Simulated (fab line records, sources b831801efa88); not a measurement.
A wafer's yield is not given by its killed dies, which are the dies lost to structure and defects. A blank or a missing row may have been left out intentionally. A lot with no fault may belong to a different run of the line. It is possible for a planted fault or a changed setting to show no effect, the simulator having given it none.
8D (eight disciplines) problem report, filled in by code    flow gf180mcu    the parts of the form that need people (team, actions taken, sign-off) are left out

1. THE PROBLEM
Mean V5_W_RS at GF_V5_RS_MEAS_24: 0.593 ohm/sq over 5 wafers in 2 lots; fault-free wafers: 0.328 ohm/sq, standard deviation 0.0036. Relative to the usual mean, that is a shift of +74 standard deviations.
The step: measures by four-point-probe.
Earliest sighting: wafer L442.3 on film_metro-02 at day 30 03:32. The record holds 35 wafers of 12 lots with a number at this step. The rule behind "out" and "out of limits": a value lying over 4 standard deviations away from the usual mean. The other wafers with a number count as sound.

2. WHAT THIS IS AND IS NOT
question                     is                      is not
which readings at this step  V5_W_RS                 -
which lots                   L442, L444              L433, L434, L435, L436, L437, L443, L448, L449, L450, L455
which wafers of those lots   all that have a number  -
read on which gauges         film_metro-02           film_metro-03, film_metro-04
when                         from day 30 03:32       up to then (15 sound wafers); but 15 sound wafers of L443, L448, L449, L450, L455 came after

3. WHAT RULES OUT EACH SUSPECT
Counting: a tool at a process step up to the reading stays a suspect if it ran every lot that is out and no sound lot after the first of them.
- the gauge at GF_V5_RS_MEAS_24 has been ruled out. All the wafers that are out were read on film_metro-02, but those of them that GF_V5_CMP_26 has rows for are out there too, on other tools.
- cvd_w-01 at GF_V5_CVD_23 (deposits W, target thk 350 nm, time 104.9 s): ruled out as a lasting fault. Sound lots L455 ran on it after its first lot that is out, L442 (day 30 03:26).
Left after counting: nothing in the record.

4. THE CAUSE (what the simulator had put in)
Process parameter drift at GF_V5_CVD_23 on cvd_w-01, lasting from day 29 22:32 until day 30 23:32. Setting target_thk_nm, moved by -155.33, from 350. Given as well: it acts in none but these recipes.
The count ruled it out by mistake, since the rule takes a fault to strike every lot its tool runs from the start of the fault on, and this one did not do so.

5. SEQUENCE OF EFFECTS, ordered by route
One row per reading whose mean, taken over the struck wafers that have a number, lies over 3 standard deviations from the usual. Scope: only readings with a usual standard deviation given in the record; hours: median across lots of the time from each lot's start at the first step in this table that gives one to its start at this step; sigmas: change in usual standard deviations.
hours  step               reading             usual         on struck wafers  change  sigmas
0      GF_V5_RS_MEAS_24   V5_W_RS             0.328 ohm/sq  0.593             +0.265  +74
0      GF_V5_THK_MEAS_25  V5_W_THK            351 nm        196               -155    -28
0      GF_V5_CMP_26       time_to_endpoint_s  84.4 s        48.4              -36.0   -13
Here are the process steps it includes:
- GF_V5_CMP_26: polishes, stops on SiO2, t overpolish 15 s, target thk 0 nm.

6. WHAT WOULD HAVE CAUGHT IT SOONER
Counted from the fault's start at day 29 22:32, it took 5 hours until the first out-of-limits reading at a measuring or inspecting step in this record, taken at day 30 03:32.
Tool readings at GF_V5_CVD_23 with a usual standard deviation given in the record: none out on any struck wafer, hence no alarm at a limit of 4 standard deviations on them.
